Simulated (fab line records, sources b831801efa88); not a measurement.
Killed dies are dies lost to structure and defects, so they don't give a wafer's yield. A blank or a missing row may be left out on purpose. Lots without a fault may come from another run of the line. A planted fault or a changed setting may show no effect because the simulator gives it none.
Which tool did it? | flow sky130 | 11 lots, 33 wafers sampled, at 2 steps of a route of 708

WHAT THE GAUGES READ, wafer by wafer
SKY_LOCAL_INTERCONNECT_RS_MEAS_01: measures by four-point-probe.
lot  | measured     | on            | LOCAL_INTERCONNECT_TIN_RS (ohm/sq)
L940 | day 30 11:36 | film_metro-02 | 14.01 13.94 13.82
L941 | day 30 23:53 | film_metro-02 | 13.93 14.08 14.04
L943 | day 31 12:07 | film_metro-04 | 14.20 14.20 14.26
L942 | day 31 13:52 | film_metro-02 | 13.97 13.95 14.01
L944 | day 31 21:29 | film_metro-04 | 14.22 14.08 14.22
L946 | day 32 04:11 | film_metro-01 | 14.09 13.87 14.33
L949 | day 33 04:58 | film_metro-04 | 13.76 13.93 13.71
L957 | day 35 04:52 | film_metro-01 | 14.20 13.82 13.86
L958 | day 35 10:50 | film_metro-02 | 13.58 13.87 13.60
L959 | day 36 00:49 | film_metro-04 | 14.29 14.12 13.89
L961 | day 36 09:05 | film_metro-04 | 14.10 14.24 14.05

WHICH TOOL RAN EACH LOT (tool, then ch and the chambers of the sampled wafers, then the start)
lot  | SKY_LI_CONTACT_ETCH_15
L940 | rie_diel-01 ch 0,1,2, day 30 10:22
L941 | rie_diel-02 ch 0,1,2, day 30 22:38
L943 | rie_diel-01 ch 0,2,3, day 31 10:56
L942 | rie_diel-01 ch 0,3, day 31 12:41
L944 | rie_diel-01 ch 2,3, day 31 20:17
L946 | rie_diel-04 ch 0,1, day 32 02:59
L949 | rie_diel-04 ch 1,2, day 33 03:46
L957 | rie_diel-02 ch 1,2,3, day 35 03:41
L958 | rie_diel-01 ch 1,2,3, day 35 09:38
L959 | rie_diel-04 ch 1,2, day 35 23:38
L961 | rie_diel-02 ch 0,1,3, day 36 07:53
- SKY_LI_CONTACT_ETCH_15: etches PSG in C4F8/O2/Ar, stops on Si, target depth 600 nm.

THE ANSWER, worked out from the rows above alone
Rule: what is usual is taken from the lots themselves. Put in order of their means at a reading, lots are off if they are a third of the lots or fewer, leave a main group of 4 or more, and stand apart from it by a gap of 3 or more times the standard deviation of the main group's means; of several such gaps the widest counts. A main group whose means are all the same, to the digits that the tables above print for the reading, isn't used. A lot without any number at a reading at which 4 lots or more have one is off too. The other lots that the step has rows for count as sound.
No lot is off at any reading shown: from this, nothing can be told.

WHAT THE SIMULATOR HAD PUT IN
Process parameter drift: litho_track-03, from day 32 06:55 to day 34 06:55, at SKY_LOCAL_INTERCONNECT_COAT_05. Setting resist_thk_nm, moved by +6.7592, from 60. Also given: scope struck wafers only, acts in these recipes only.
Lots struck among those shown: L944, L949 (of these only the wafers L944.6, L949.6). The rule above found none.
